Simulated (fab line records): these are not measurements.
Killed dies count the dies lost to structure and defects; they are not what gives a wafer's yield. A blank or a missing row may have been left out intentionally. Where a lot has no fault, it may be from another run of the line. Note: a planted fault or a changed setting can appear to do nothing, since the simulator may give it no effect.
Struck lot and sound lot, side by side | flow sky130 | 15 steps out of a route of 708
Sound: wafers L179.3, L179.5, L179.6. Wafers L177.2, L177.4, L177.5 were the ones struck. Last of all comes the cause.
Order at every step that has rows: each side's tool, ch and its chambers, its first start. Under that, the readings that differ: sound wafers | struck wafers | difference of the means | sigmas: that difference in standard deviations of wafers without a fault.
alike: words and numbers the same on both sides, and readings whose means are apart by under 2 such deviations; not compared: readings that were withheld, readings missing a value for some wafer, numbers with overlapping values and no deviation given by the record, and bounds like >300 which may hide the same value.
A row with sigmas, a row that says differs or no value, or rows on one side alone: a step with any of these is where the two part. Numbers that don't overlap but have no deviation are shown without sigmas and don't part them. A reading that every wafer of one side lacks parts them only if that side has two wafers or more.

first, 3 steps without rows for these wafers: SKY_SONOS_ONO_WET_ETCH_18 (etches Si3N4 in H3PO4, target depth 15 nm, time 172 s); SKY_GATE_OXIDE_CLEAN_00 (cleans in SC1/SC2, time 150 s); SKY_GATE_OXIDE_OXIDATION_01 (stabilise 600 s, purge 300 s, target thk 10.268 nm).
SKY_GATE_OXIDE_THK_MEAS_02:
  sound on film_metro-03 at day 17 00:25; struck on film_metro-01 at day 16 15:37
  alike: GATE_OXIDE_OXIDATION_00_THK
then, 7 steps without rows for these wafers: SKY_GATE_OXIDE_DEHYDRATE_03 (time 60 s); SKY_GATE_OXIDE_HMDS_04 (prime time 60 s); SKY_GATE_OXIDE_COAT_05 (resist thk 1140 nm); SKY_GATE_OXIDE_SOFTBAKE_06 (time 60 s); SKY_GATE_OXIDE_EXPOSE_07 (exposes mask LVOM, target cd 600 nm); SKY_GATE_OXIDE_PEB_08; SKY_GATE_OXIDE_DEVELOP_09 (develop time 60 s).
SKY_GATE_OXIDE_OVL_MEAS_10:
  sound on overlay-02 at day 18 05:16; struck on overlay-02 at day 17 20:23
  reading             | sound          | struck      | difference | sigmas
  GATE_OXIDE_OVL (nm) | -3.2 -1.6 -0.8 | 1.0 4.0 2.0 | +4.2       | +2
SKY_GATE_OXIDE_IMPLANT_11:
  sound on implanter-04 ch 0, day 18 05:20; struck on implanter-03 ch 0, day 17 20:27
  reading            | sound             | struck            | difference | sigmas
  beam_on_s (s)      | 10.40 9.92 10.07  | 11.91 11.37 11.21 | +1.37      | +7
  faraday_current_uA | 14.04 14.80 14.54 | 12.32 12.87 13.10 | -1.70      | -6
then, 1 step without rows for these wafers: SKY_GATE_OXIDE_WET_ETCH_12 (etches SiO2 in dHF, target depth 16.8 nm, time 336 s).
-- a jump in the record: the struck wafers' starts before and after are 31 days apart (it breaks off in module GATE_OXIDE and resumes in module PAD_OPEN, where the first step shown is number 708 of the route) --
SKY_PAD_OPEN_PROBE_99:
  sound on prober-01 at day 48 20:37; struck on prober-02 at day 48 16:16
  reading                                   | sound             | struck            | difference | sigmas
  model.etest.tip_p.rs_ohm_sq               | 6800 6809 6821    | 6640 6694 6666    | -143       |
  model.etest.pfet_01v8.r_on_ohm_um         | 2945 2933 2897    | 2731 2774 2811    | -153       |
  model.etest.nfet_01v8_lvt.drive_ua_um     | 567.9 567.6 590.7 | 548.5 537.4 540.4 | -33.3      |
  model.etest.pfet_01v8_lvt.drive_ua_um     | 173.3 173.1 175.4 | 197.5 197.4 194.5 | +22.5      |
  model.etest.nfet_01v8_swapped.drive_ua_um | 498.2 501.1 519   | 488.6 476.5 471.4 | -27.3      |
  model.etest.nfet_01v8_turned.drive_ua_um  | 494.3 502 523.1   | 476.3 475.8 471.8 | -31.8      |
  model.etest.nfet_01v8.drive_ua_um         | 493.7 502.3 519.9 | 481.6 476 469.9   | -29.5      |
  model.etest.pfet_01v8.drive_ua_um         | 190.5 188.4 191.9 | 210.2 207 205.1   | +17.2      |
  alike: killed_at_M0_to_M3, killed_at_M4_up, killed_at_contacts, killed_at_front_end, killed_at_other, killed_dies, killed_open, killed_short

## WHERE THEY PART
Last at SKY_GATE_OXIDE_IMPLANT_11 as far as this record goes, first at SKY_GATE_OXIDE_OVL_MEAS_10. Later steps at which nothing parts them and some readings are alike: SKY_PAD_OPEN_PROBE_99.

WHY: the cause the simulator had injected
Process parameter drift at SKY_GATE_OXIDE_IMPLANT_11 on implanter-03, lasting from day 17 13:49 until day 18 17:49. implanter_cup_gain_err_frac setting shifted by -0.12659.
